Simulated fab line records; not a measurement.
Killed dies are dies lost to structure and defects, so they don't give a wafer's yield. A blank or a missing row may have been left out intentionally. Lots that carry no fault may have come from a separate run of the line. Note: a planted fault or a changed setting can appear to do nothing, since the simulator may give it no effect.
Chamber matching -- flow sky130 -- 4 sister chambers for SKY_METAL3_ETCH_17 on rie-diel-04
The step etches SiO2 in C4F8/O2/Ar, stops on TiN, time 3.9 s, target depth 15 nm. 4 wafers are shown with their chamber, then 11 later ones without.

## WAFERS WITH THEIR CHAMBER
wafer,chamber,oes-product-au (a.u.)
L081.1,3,0.750
L084.1,2,0.748
L088.5,0,0.749
L090.2,1,0.750

## WAFERS WHOSE CHAMBER IS MISSING
wafer,oes-product-au (a.u.)
L090.3,0.746
L090.5,0.751
L094.3,0.749
L094.4,0.756
L094.5,0.759
L097.2,0.745
L097.3,0.743
L097.5,0.743
L096.2,0.761
L096.5,0.764
L096.6,0.755

## WHICH CHAMBER EACH ONE RAN IN
wafer,from the rows above,in truth
L090.3,can't be placed: 2 or 0 or 1 or 3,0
L090.5,can't be placed: 1 or 3 or 0 or 2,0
L094.3,can't be placed: 0 or 1 or 2 or 3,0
L094.4,can't be placed: 1 or 3 or 0 or 2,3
L094.5,can't be placed: 1 or 3 or 0 or 2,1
L097.2,can't be placed: 2 or 0 or 1 or 3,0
L097.3,can't be placed: 2 or 0 or 1 or 3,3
L097.5,can't be placed: 2 or 0 or 1 or 3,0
L096.2,can't be placed: 1 or 3 or 0 or 2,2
L096.5,can't be placed: 1 or 3 or 0 or 2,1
L096.6,can't be placed: 1 or 3 or 0 or 2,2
Correctly placed: 0 of 11. Not placeable from these rows: 11 (in 11, the candidates include the true chamber). 0 placed wrongly.
How it was worked out, from the rows above alone: a wafer's distance from a chamber is the root of the sum, over the readings, of the square of ((its reading less the chamber's mean) divided by the reading's scatter). If the next closest chamber is less than 2 further off than the closest, the wafer can't be placed; otherwise it belongs to the closest. Each chamber's mean is taken over the wafers shown for it. The scatter: with one shown wafer a chamber, the root of the mean of the squares of how far each hidden wafer lies from its nearest shown one.
